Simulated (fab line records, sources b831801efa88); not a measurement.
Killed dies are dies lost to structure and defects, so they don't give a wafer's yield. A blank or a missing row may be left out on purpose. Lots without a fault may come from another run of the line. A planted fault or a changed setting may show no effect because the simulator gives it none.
Problem report in the 8D (eight disciplines) form, filled by code | flow sky130 | the parts of the form that need people (team, actions taken, sign-off) are left out

1. THE PROBLEM
killed_at_front_end at SKY_PAD_OPEN_PROBE_99 reads a mean of 47 on 6 wafers of 2 lots; wafers without a fault read 14 with a standard deviation of 4.4. That is +7.5 standard deviations from the usual mean.
First seen on wafer L870.1, day 48 14:14, on prober-01. The record holds 15 wafers of 5 lots with a number at this step. Rule for "out", or "out of limits": more than 4 standard deviations from the usual mean. The other wafers with a number count as sound.

2. WHAT IT IS AND WHAT IT IS NOT
question                    | is                     | is not
which readings at this step | killed_at_front_end    | killed_at_M0_to_M3, killed_at_other, killed_open, killed_short
which lots                  | L870, L871             | L865, L866, L880
which wafers of those lots  | all that have a number | -
read on which tools         | prober-01              | prober-02
when                        | from day 48 14:14      | up to then (6 sound wafers); but 3 sound wafers of L880 came after

3. SUSPECTS, AND WHAT RULES EACH OUT
Counting: a tool at a process step up to the reading stays a suspect if it ran every lot that is out and no sound lot after the first of them.
- plasma_asher-01 at SKY_VT_ADJUST_NCORE_STRIP_10 (strips in O2/N2): ruled out as a lasting fault. Sound lots L880 ran on it after its first lot that is out, L870 (day 12 01:46).
- cmp-02 at SKY_VIA4_CMP_02 (polishes SiO2): ruled out as a lasting fault. Sound lots L880 ran on it after its first lot that is out, L870 (day 45 01:54).
- prober-01 at SKY_PAD_OPEN_PROBE_99: ruled out as a lasting fault. Sound lots L880 ran on it after its first lot that is out, L870 (day 48 14:14).
Left after counting: nothing in the record.

4. THE CAUSE (what the simulator had put in)
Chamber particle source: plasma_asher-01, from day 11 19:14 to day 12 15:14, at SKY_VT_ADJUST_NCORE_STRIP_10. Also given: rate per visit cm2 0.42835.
Counting ruled it out, wrongly: the rule takes a fault to strike every lot that its tool runs from its start on, and this one did not.

5. THE CHAIN OF EFFECTS, in route order
Each row: a reading whose mean over the struck wafers that have a number lies more than 3 standard deviations from the usual. Only readings for which the record gives a usual standard deviation are gone through. hours: the time from each lot's start at the first step in this table that gives one to its start at this step, as a median over the lots. sigmas: the change in usual standard deviations.
hours | step                  | reading             | usual | on struck wafers | change | sigmas
0     | SKY_PAD_OPEN_PROBE_99 | killed_at_front_end | 14    | 47               | +33    | +7.5
0     | SKY_PAD_OPEN_PROBE_99 | killed_dies         | 86    | 115              | +29    | +3.0
The process steps in it:
- SKY_PAD_OPEN_PROBE_99

6. WHAT WOULD HAVE CAUGHT IT SOONER
In this record the first reading out of limits was taken at day 48 14:14, 883 hours after the fault began at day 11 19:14.
Of the tool readings at SKY_VT_ADJUST_NCORE_STRIP_10 for which the record gives a usual standard deviation, none was out on any struck wafer, so an alarm limit of 4 standard deviations on them would not have fired.
